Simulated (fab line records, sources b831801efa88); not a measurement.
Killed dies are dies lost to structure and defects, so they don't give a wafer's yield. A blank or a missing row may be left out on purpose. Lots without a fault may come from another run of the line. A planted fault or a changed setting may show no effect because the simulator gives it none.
fab line records | flow sfq_line
record lots=14 wafers=42 last_day=93
route steps=325 shown M0@29 I1@83 I2@103 M3@128
lots that met no fault: from a run of the same line without faults
start_h: hours from the record's first day to the start of the lot's first wafer shown | wait_h: hours since the lot's step before | " the same as in the row above | L1.1+2: a row that stands for several wafers | - no value, or no start given | * or withheld: withheld | < > ~ a bound
route shown NAME@n: a module of which the file shows steps, and the number in the route of the first | usual: mean/standard deviation of fault-free wafers | same: alike in all rows | chamber/n: place in a boat | sites: the reading at each site | _std_site: their standard deviation | _edge_site: outer sites' mean less inner sites' | radius_mm: how far each site lies from the wafer's centre | mask NAME#n: copy n | behind: the tool/chamber that last shaped the wafer | hold: why the lot was held/for how many hours/how that ended | device: the transistor (n, p or np) that didn't switch | end of line: the same wafers' tests at the end of the route | a step without rows: its recipe alone | killed: dies lost to structure and defects at the first sort, not the wafer's yield | map: a wafer's dies, x killed, . not, _ none there
set.NAME: the setting as run; set.NAME@STEP: as run at that earlier step | model.NAME: the simulator's own value behind a step, which no gauge read
steps of the route over a sample of lots; a table a step, a row a wafer
services: from which hour (start_h, from the record's first day; less than 0 if before it) a tool's chamber was out of use, for how many hours, and why
## steps
# step SFQ_TRILAYER_M0_DEP_SPUTTER_019
# recipe material=Nb base_pressure_pa=1.33e-06 chamber_pressure_pa=0.1333 substrate_temp_c=20 resputter_cathode_voltage_v=400 target_thk_nm=200 power_w=2000 time_s=133.3
# usual cathode_dc_power_W=2000.0/0.39 throttle_valve_pct=29.9/0.9
# columns lot.wafer tool chamber start_h wait_h cathode_dc_power_W throttle_valve_pct
L743.2 pvd_sputter-04 - 137.96 0.0 2000.3 31.3
L743.3 " - " " 2000.6 30.2
L743.6 " - " " 2000.5 28.5
L744.1 pvd_sputter-05 - 145.78 0.0 1999.4 30.7
L744.3 " - " " 2000.0 29.2
L744.4 " - " " 1999.5 29.9
L745.2 pvd_sputter-04 - 154.36 0.0 1999.1 31.4
L745.3 " - " " 2000.0 30.3
L745.6 " - " " 1999.8 30.3
L747.4 pvd_sputter-06 - 165.91 0.0 1999.4 29.7
L747.5 " - " " 1999.3 28.3
L747.6 " - " " 2000.4 29.9
L748.1 pvd_sputter-05 - 172.64 0.0 1999.7 30.0
L748.3 " - " " 1999.7 30.7
L748.4 " - " " 2000.3 29.4
L754.3 pvd_sputter-06 - 212.40 0.0 2087.0 30.9
L754.4 " - " " 2087.4 29.8
L754.5 " - " " 2086.8 30.1
L755.2 pvd_sputter-05 - 214.80 0.0 2000.6 30.4
L755.3 " - " " 2000.1 30.3
L755.4 " - " " 2000.1 29.5
L756.1 pvd_sputter-06 - 221.98 0.0 2086.6 28.3
L756.2 " - " " 2087.1 29.9
L756.4 " - " " 2087.0 30.7
L759.3 pvd_sputter-05 - 244.79 0.0 1999.7 30.1
L759.4 " - " " 2000.1 30.2
L759.5 " - " " 2000.3 30.0
L761.2 pvd_sputter-04 - 263.98 0.0 2000.2 28.9
L761.3 " - " " 2000.1 31.4
L761.4 " - " " 2000.2 29.1
L763.2 pvd_sputter-04 - 282.84 0.0 1999.8 29.4
L763.4 " - " " 1999.9 31.4
L763.5 " - " " 1999.9 30.0
L764.1 pvd_sputter-05 - 290.02 0.0 2000.3 31.2
L764.2 " - " " 2000.8 29.9
L764.3 " - " " 2000.0 30.6
L765.1 pvd_sputter-04 - 298.42 0.0 1999.3 31.4
L765.3 " - " " 2000.2 30.3
L765.6 " - " " 1999.8 30.4
L766.1 pvd_sputter-04 - 305.62 0.0 2000.7 29.3
L766.3 " - " " 1999.7 30.1
L766.4 " - " " 2000.4 28.7
# step SFQ_M0_RS_MEAS_904
# recipe thk_meas_gauge=four-point-probe reads=Nb_of_TRILAYER_M0_DEP_SPUTTER_019
# usual M0_NB_RS=0.891/0.008
# columns lot.wafer tool chamber start_h wait_h M0_NB_RS[ohm/sq]
L743.2 film_metro-02 - 139.07 1.1 0.896
L743.3 " - " " 0.891
L743.6 " - " " 0.899
L744.1 film_metro-02 - 145.87 0.0 0.896
L744.3 " - " " 0.893
L744.4 " - " " 0.892
L745.2 film_metro-03 - 154.47 0.1 0.899
L745.3 " - " " 0.900
L745.6 " - " " 0.901
L747.4 film_metro-03 - 166.06 0.1 0.888
L747.5 " - " " 0.888
L747.6 " - " " 0.886
L748.1 film_metro-03 - 172.73 0.0 0.877
L748.3 " - " " 0.881
L748.4 " - " " 0.876
L754.3 film_metro-01 - 212.53 0.1 0.854
L754.4 " - " " 0.849
L754.5 " - " " 0.862
L755.2 film_metro-02 - 214.91 0.1 0.891
L755.3 " - " " 0.885
L755.4 " - " " 0.892
L756.1 film_metro-02 - 222.07 0.0 0.868
L756.2 " - " " 0.864
L756.4 " - " " 0.864
L759.3 film_metro-02 - 244.92 0.1 0.876
L759.4 " - " " 0.882
L759.5 " - " " 0.878
L761.2 film_metro-03 - 264.09 0.1 0.904
L761.3 " - " " 0.904
L761.4 " - " " 0.903
L763.2 film_metro-03 - 282.95 0.1 0.888
L763.4 " - " " 0.891
L763.5 " - " " 0.883
L764.1 film_metro-01 - 290.11 0.0 0.890
L764.2 " - " " 0.881
L764.3 " - " " 0.896
L765.1 film_metro-03 - 298.51 0.0 0.902
L765.3 " - " " 0.891
L765.6 " - " " 0.891
L766.1 film_metro-02 - 305.71 0.0 0.883
L766.3 " - " " 0.881
L766.4 " - " " 0.891
# step SFQ_TRILAYER_M0_ETCH_METAL_ETCH_024
# recipe target=Nb stop_on=SiO2 mask_material=PR chemistry=Cl2/Ar target_depth_nm=240 icp_w=600 bias_w=80 pressure_mtorr=10 time_s=120
# usual drypump_motor_current_A=6.2/0.45 he_backside_leak_sccm=3.5/0.34 oes_product_au=0.893/0.0063
# columns lot.wafer tool chamber start_h wait_h drypump_motor_current_A he_backside_leak_sccm oes_product_au rf_hours_counter_h
L743.2 rie_metal-02 1 223.56 0.0 6.8 3.4 0.893 15
L743.3 " 1 " " 6.8 3.6 0.896 -
L743.6 " 0 " " 6.4 3.5 0.889 -
L744.1 rie_metal-03 1 227.16 0.0 6.3 3.0 0.881 20
L744.3 " 1 " " 6.3 3.0 0.889 -
L744.4 " 0 " " 5.5 3.0 0.892 -
L745.2 rie_metal-03 1 237.96 0.0 6.3 3.4 0.895 21
L745.3 " 1 " " 6.3 3.1 0.882 -
L745.6 " 0 " " 5.4 2.8 0.887 -
L747.4 rie_metal-03 0 250.14 0.2 5.5 3.2 0.895 -
L747.5 " 0 " " 5.4 3.4 0.885 -
L747.6 " 0 " " 5.5 3.2 0.897 -
L748.1 rie_metal-02 0 261.96 0.0 6.4 3.7 0.901 132
L748.3 " 0 " " 6.4 3.5 0.901 -
L748.4 " 1 " " 6.8 3.4 0.900 -
L754.3 rie_metal-03 1 308.54 0.1 6.3 2.7 0.909 -
L754.4 " 1 " " 6.3 2.9 0.919 -
L754.5 " 1 " " 6.3 3.0 0.911 -
L755.2 rie_metal-02 0 310.79 0.0 6.4 3.7 0.890 139
L755.3 " 0 " " 6.4 3.6 0.892 -
L755.4 " 1 " " 6.8 3.3 0.892 -
L756.1 rie_metal-02 0 323.99 0.0 6.4 3.6 0.902 141
L756.2 " 1 " " 6.8 3.4 0.912 30
L756.4 " 1 " " 6.8 3.5 0.909 -
L759.3 rie_metal-04 0 355.68 0.1 5.7 3.7 0.896 -
L759.4 " 1 " " 6.3 3.6 0.898 -
L759.5 " 0 " " 5.7 3.6 0.910 -
L761.2 rie_metal-02 0 383.49 0.0 6.4 3.7 0.881 147
L761.3 " 1 " " 6.8 3.4 0.880 -
L761.4 " 0 " " 6.4 3.6 0.891 -
L763.2 rie_metal-02 1 412.31 0.1 6.8 3.5 0.895 39
L763.4 " 0 " " 6.4 3.8 0.896 -
L763.5 " 1 " " 6.8 3.5 0.898 -
L764.1 rie_metal-04 1 425.33 0.0 6.3 3.6 0.894 106
L764.2 " 0 " " 5.7 3.5 0.893 166
L764.3 " 0 " " 5.7 3.6 0.885 -
L765.1 rie_metal-04 1 441.86 0.0 6.3 3.6 0.886 109
L765.3 " 0 " " 5.6 3.6 0.900 -
L765.6 " 1 " " 6.3 3.5 0.892 -
L766.1 rie_metal-04 1 450.32 0.1 6.2 3.6 0.895 110
L766.3 " 1 " " 6.2 3.5 0.901 -
L766.4 " 1 " " 6.2 3.4 0.892 -
# step SFQ_I1_OVL_MEAS_913
# usual I1_OVL=1/5.5
# columns lot.wafer tool chamber start_h wait_h I1_OVL[nm]
L743.2 overlay-02 - 649.51 0.1 1
L743.3 " - " " 5
L743.6 " - " " -1
L744.1 overlay-01 - 653.11 0.1 5
L744.3 " - " " 2
L744.4 " - " " 6
L745.2 overlay-01 - 666.92 0.1 -4
L745.3 " - " " 4
L745.6 " - " " 4
L747.4 overlay-01 - 681.48 0.1 9
L747.5 " - " " -2
L747.6 " - " " 10
L748.1 overlay-01 - 696.95 0.1 1
L748.3 " - " " 3
L748.4 " - " " 9
L754.3 overlay-01 - 756.64 0.1 6
L754.4 " - " " 8
L754.5 " - " " 8
L755.2 overlay-02 - 757.83 0.1 -4
L755.3 " - " " -8
L755.4 " - " " -2
L756.1 overlay-02 - 761.43 0.1 -6
L756.2 " - " " 2
L756.4 " - " " 0
L759.3 overlay-01 - 768.64 0.1 7
L759.4 " - " " 6
L759.5 " - " " 4
L761.2 overlay-02 - 771.03 0.1 4
L761.3 " - " " 9
L761.4 " - " " 6
L763.2 overlay-01 - 775.14 0.1 1
L763.4 " - " " 3
L763.5 " - " " 2
L764.1 overlay-02 - 776.34 0.1 0
L764.2 " - " " 3
L764.3 " - " " 3
L765.1 overlay-02 - 778.74 0.1 -3
L765.3 " - " " 2
L765.6 " - " " -10
L766.1 overlay-02 - 781.14 0.1 -6
L766.3 " - " " -5
L766.4 " - " " 4
# step SFQ_TRILAYER_I2_DEP_PECVD_063
# recipe material=SiO2 temp_c=150 time_s=111.11 pressure_torr=2.4 rf_w=183.3 precursor=SiH4/N2O target_thk_nm=500
# usual heater_power_w=83/13 throttle_valve_pct=24.6/1.1
# columns lot.wafer tool chamber start_h wait_h heater_power_w throttle_valve_pct
L743.2 pecvd-02 0 654.02 0.0 110 24.8
L743.3 " 1 " " 66 24.9
L743.6 " 2 " " 71 23.8
L744.1 pecvd-04 0 657.63 0.0 83 23.4
L744.3 " 2 " " 74 24.2
L744.4 " 1 " " 80 22.4
L745.2 pecvd-02 0 803.06 0.0 98 25.4
L745.3 " 2 " " 69 23.7
L745.6 " 0 " " 102 25.4
L747.4 pecvd-02 2 822.29 0.0 69 24.4
L747.5 " 0 " " 106 25.5
L747.6 " 1 " " 67 25.7
L748.1 pecvd-01 2 834.26 0.0 76 23.4
L748.3 " 1 " " 100 24.2
L748.4 " 0 " " 90 26.1
L754.3 pecvd-02 1 895.83 0.0 64 25.8
L754.4 " 1 " " 68 25.8
L754.5 " 2 " " 71 24.0
L755.2 pecvd-01 2 898.25 0.0 80 23.4
L755.3 " 0 " " 82 26.1
L755.4 " 2 " " 84 23.6
L756.1 pecvd-04 1 903.05 0.0 79 23.4
L756.2 " 0 " " 97 23.6
L756.4 " 1 " " 81 23.0
L759.3 pecvd-02 2 913.83 0.0 78 24.3
L759.4 " 2 " " 63 24.2
L759.5 " 0 " " 92 25.7
L761.2 pecvd-02 2 918.63 0.0 75 24.2
L761.3 " 0 " " 109 25.8
L761.4 " 1 " " 62 26.0
L763.2 pecvd-04 1 922.23 0.0 79 23.1
L763.4 " 1 " " 79 23.0
L763.5 " 0 " " 92 23.7
L764.1 pecvd-02 1 924.63 0.0 64 26.3
L764.2 " 0 " " 106 25.5
L764.3 " 2 " " 75 24.3
L765.1 pecvd-01 0 927.03 0.0 81 26.2
L765.3 " 2 " " 76 23.2
L765.6 " 0 " " 87 26.3
L766.1 pecvd-04 0 928.23 0.0 91 23.6
L766.3 " 1 " " 72 23.0
L766.4 " 0 " " 94 23.5
# step SFQ_M3_OVL_MEAS_921
# usual M3_OVL=-4/6.1
# columns lot.wafer tool chamber start_h wait_h M3_OVL[nm]
L743.2 overlay-02 - 811.67 0.1 -7
L743.3 " - " " -8
L743.6 " - " " 1
L744.1 overlay-02 - 826.06 0.1 -7
L744.3 " - " " -11
L744.4 " - " " -13
L745.2 overlay-02 - 953.64 0.1 -9
L745.3 " - " " -4
L745.6 " - " " -5
L747.4 overlay-02 - 971.65 0.1 1
L747.5 " - " " 2
L747.6 " - " " -4
L748.1 overlay-02 - 980.13 0.1 -8
L748.3 " - " " -2
L748.4 " - " " -10
L754.3 overlay-01 - 1167.21 0.1 -9
L754.4 " - " " 6
L754.5 " - " " -5
L755.2 overlay-01 - 1169.61 0.1 1
L755.3 " - " " 0
L755.4 " - " " -5
L756.1 overlay-02 - 1176.80 0.1 -10
L756.2 " - " " -9
L756.4 " - " " -8
L759.3 overlay-02 - 1186.41 0.1 -13
L759.4 " - " " -13
L759.5 " - " " -17
L761.2 overlay-02 - 1192.00 0.1 -12
L761.3 " - " " -13
L761.4 " - " " -16
L763.2 overlay-02 - 1194.40 0.1 -5
L763.4 " - " " -7
L763.5 " - " " -6
L764.1 overlay-02 - 1196.80 0.1 0
L764.2 " - " " 0
L764.3 " - " " -6
L765.1 overlay-02 - 1198.00 0.1 -8
L765.3 " - " " -4
L765.6 " - " " -8
L766.1 overlay-01 - 1199.20 0.1 -8
L766.3 " - " " -6
L766.4 " - " " -7
## services
# columns tool chamber start_h hours kind
pvd_sputter-04 - 131.97 3.1 repair
pvd_sputter-04 - 145.30 1.6 repair
pecvd-02 - 194.25 14.0 pm
pecvd-02 - 226.66 1.4 repair
pecvd-02 - 295.71 2.5 repair
pecvd-02 2 314.09 3.5 repair
pvd_sputter-04 - 319.85 0.8 repair
pecvd-02 2 328.19 17.8 repair
pecvd-02 1 356.28 15.6 repair
pvd_sputter-04 - 380.56 4.3 repair
pvd_sputter-04 - 421.94 4.6 repair
pvd_sputter-04 - 429.73 4.9 repair
pecvd-02 - 491.64 2.8 pm
pecvd-02 0 496.96 7.3 repair
pvd_sputter-05 - 589.35 1.8 repair
pvd_sputter-05 - 631.15 3.1 repair
pvd_sputter-04 - 635.05 0.8 repair
rie_metal-02 - 669.02 0.1 repair
pecvd-02 - 674.53 1.2 repair
pvd_sputter-04 - 695.81 7.3 repair
rie_metal-02 1 699.83 1.4 repair
pecvd-02 - 870.55 5.8 repair
rie_metal-02 - 888.46 1.4 pm
pvd_sputter-04 - 905.96 3.1 repair
## key
first_sign step=SFQ_TRILAYER_M0_DEP_SPUTTER_019 reading=cathode_dc_power_W direction=up sigmas=99+ usual=2000.0 struck=2087.0
effect step=SFQ_M0_RS_MEAS_904 reading=M0_NB_RS direction=down sigmas=3.8 usual=0.891 struck=0.860
effect step=SFQ_TRILAYER_M0_ETCH_METAL_ETCH_024 reading=oes_product_au direction=up sigmas=2.7 usual=0.893 struck=0.910
met_at SFQ_TRILAYER_M0_DEP_SPUTTER_019
struck_lots L754,L756
not_acting_at SFQ_I1_OVL_MEAS_913,SFQ_TRILAYER_I2_DEP_PECVD_063,SFQ_M3_OVL_MEAS_921
onset_between 165.91 212.40
fault kind=process_parameter_drift tool=pvd_sputter-06 chamber=- onset_h=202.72 steps=SFQ_TRILAYER_M0_DEP_SPUTTER_019 channel=power_w offset=87.002 shape=step end_h=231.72 acts_in=these_recipes_only stated=2000
